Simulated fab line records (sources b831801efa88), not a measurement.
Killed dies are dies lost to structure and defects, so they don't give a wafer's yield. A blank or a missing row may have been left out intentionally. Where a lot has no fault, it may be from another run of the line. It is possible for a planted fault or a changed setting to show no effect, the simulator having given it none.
8D (eight disciplines) problem report, filled in by code    flow sky130    the parts of the form that need people (team, actions taken, sign-off) are left out

== 1. THE PROBLEM ==
Mean of bias_w at SKY_POLY_GATE_ETCH_16: 73.67 W across 2 wafers in 2 lots; on wafers with no fault it is 80.06 W (standard deviation 0.23). That puts it -28 standard deviations away from the usual mean.
The step: etches Si3N4 in CH3F/O2, stops on poly-Si, time 147.5 s, target depth 75 nm.
First observed at day 21 01:47: wafer L873.5, on rie_diel-02. At this step, 39 wafers from 13 lots have a number in the record. Rule for "out" (also "out of limits"): further than 4 standard deviations from the usual mean. Any other wafer with a number is counted as sound.

== 2. WHAT IT IS, WHAT IT ISN'T ==
question                     is                 is not
which readings at this step  bias_w             drypump_motor_current_A, oes_product_au, throttle_valve_pct
which lots                   L873, L874         L861, L863, L864, L866, L872, L875, L876, L877, L880, L882, L883
which wafers of those lots   L873.5, L874.3     L873.2, L873.6, L874.1, L874.2
read on which tools          rie_diel-02        rie_diel-04
when                         from day 21 01:47  up to then (17 sound wafers); but 20 sound wafers of L874, L875, L876, L877, L880, L882, L883 came after

== 3. SUSPECTS, AND WHAT RULES EACH OUT ==
Counting: a tool at a process step up to the reading stays a suspect if it ran every lot that is out. Sound lots after the first of them don't rule it out here, since some wafers of a struck lot are sound.
- rie_diel-02 at SKY_POLY_GATE_ETCH_16 (etches Si3N4 in CH3F/O2, stops on poly-Si, time 147.5 s, target depth 75 nm): kept. Every lot that is out went through it, the first being L873 (day 21 01:47); the last sound lot it ran before that was L866 (day 18 15:03). Its own readings are out on those wafers: bias_w.
- At SKY_POLY_GATE_ETCH_16, inside rie_diel-02: chamber 3 took the wafers that are out, while their sound lot-mates went through chambers 0, 1, 2.
Remaining after the count: rie_diel-02 at SKY_POLY_GATE_ETCH_16.

== 4. THE CAUSE (what the simulator had put in) ==
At SKY_POLY_GATE_ETCH_16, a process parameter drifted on rie_diel-02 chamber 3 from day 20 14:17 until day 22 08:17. The setting bias_w was moved by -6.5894, starting from 80. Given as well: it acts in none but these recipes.
This tool alone remained once counting was done.

== 5. SEQUENCE OF EFFECTS, ordered by route ==
Each row: a reading whose mean over the struck wafers that have a number lies more than 3 standard deviations from the usual. Readings are gone through only where the record gives a usual standard deviation; hours: the median, over the lots, of the time from a lot's start at the first step in this table giving one to that lot's start at this step; sigmas: the change measured in usual standard deviations.
hours  step                   reading  usual    on struck wafers  change  sigmas
0      SKY_POLY_GATE_ETCH_16  bias_w   80.06 W  73.67             -6.39   -28
Process steps it contains:
- SKY_POLY_GATE_ETCH_16: etches Si3N4 in CH3F/O2, stops on poly-Si, time 147.5 s, target depth 75 nm.

== 6. HOW IT WOULD HAVE BEEN CAUGHT EARLIER ==
In this record the first reading out of limits was taken at day 21 01:47, 12 hours after the fault began at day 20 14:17.
